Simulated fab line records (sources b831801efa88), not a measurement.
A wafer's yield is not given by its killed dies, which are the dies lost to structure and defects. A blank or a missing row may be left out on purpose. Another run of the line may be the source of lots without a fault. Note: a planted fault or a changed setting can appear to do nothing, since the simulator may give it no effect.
Comparing a struck lot with a sound one + flow gf180mcu + 14 out of 602 route steps
Sound: these wafers, L977.2, L977.4, L977.6. Wafers L975.4, L975.5, L975.6 were the ones struck. At the end, the cause is stated.
Per side, at each step with rows, come the tool, then ch with its chambers, and then its first start. Under that, the readings that differ: sound wafers + struck wafers + difference of the means + sigmas: that difference in standard deviations of wafers without a fault.
alike: a reading whose means differ by less than 2 such deviations, as well as words and numbers matching on both sides. not compared: withheld readings; readings where some wafer has no value; bounds like >300 that might hide an equal value; numbers whose values overlap and for which the record gives no deviation.
The two part at a step that has a row with sigmas, a row that says differs or no value, or rows on one side only. When numbers do not overlap yet have no deviation, they are printed without sigmas and do not part them. A reading that every wafer of one side lacks parts them only if that side has two wafers or more.

first, 5 steps without rows for these wafers: GF_V4_COAT_09 (resist thk 1000 nm); GF_V4_SOFTBAKE_10 (time 60 s); GF_V4_EXPOSE_11 (exposes mask Via4, target cd 260 nm); GF_V4_PEB_12 (peb time 90 s); GF_V4_DEVELOP_13 (develop time 60 s).
GF_V4_CD_MEAS_14: target cd 260 nm.
  sound on cdSem-02 at day 29 06:19; struck on cdSem-02 at day 28 18:21
  alike: cdNm
GF_V4_OVL_MEAS_15:
  sound on overlay-02 at day 29 06:25; struck on overlay-01 at day 28 18:26
  alike: V4_OVL
GF_V4_ETCH_16: etches BARC in N2/H2.
  sound on rieDiel-03 ch 0,1, day 29 06:27; struck on rieDiel-04 ch 1,2,3, day 28 18:28
  alike: drypumpMotorCurrentA, oesProductAu, throttleValvePct
GF_V4_ETCH_17: etches SiO2 in C4F8/O2/Ar, stops on TiN, target depth 630 nm.
  sound: rieDiel-03 ch 0,1; struck: rieDiel-04 ch 1,2,3
  alike: oesProductAu
GF_V4_STRIP_18: strips in O2/N2.
  sound on plasmaAsher-01 ch 0,1, day 29 06:35; struck on plasmaAsher-02 ch 0,1, day 28 18:37
| reading          | sound       | struck      | difference | sigmas |
|------------------|-------------|-------------|------------|--------|
| heaterPowerW (W) | 402 356 412 | 332 310 329 | -66        | -2     |
  alike: drypumpMotorCurrentA, oesProductAu
  not compared: rfHoursCounterH
then, 2 steps without rows for these wafers: GF_V4_STRIP_19 (strips in post etch residue remover, time 1200 s); GF_V4_CLEAN_20 (cleans in DIW).
GF_V4_SPUTTER_21: material Ti, target thk 15 nm, time 80.02 s.
  sound on pvdSputter-01 at day 29 07:07; struck on pvdSputter-01 at day 28 19:07
  no value came back on the struck wafers for cathodeDcPowerW (W), chamberPressurePa (Pa), throttleValvePct (%); on the sound wafers cathodeDcPowerW (W) reads 2500.0 2499.8 2499.9
GF_V4_SPUTTER_22: material TiN, target thk 10 nm, time 40 s.
  sound on pvdSputter-01 at day 29 07:10; struck on pvdSputter-01 at day 28 19:10
  alike: cathodeDcPowerW, chamberPressurePa, throttleValvePct

WHERE THEY PART
Earliest at GF_V4_STRIP_18; latest, in this record, at GF_V4_SPUTTER_21. Later steps at which nothing parts them and some readings are alike: GF_V4_SPUTTER_22.

WHY: what the simulator had put in
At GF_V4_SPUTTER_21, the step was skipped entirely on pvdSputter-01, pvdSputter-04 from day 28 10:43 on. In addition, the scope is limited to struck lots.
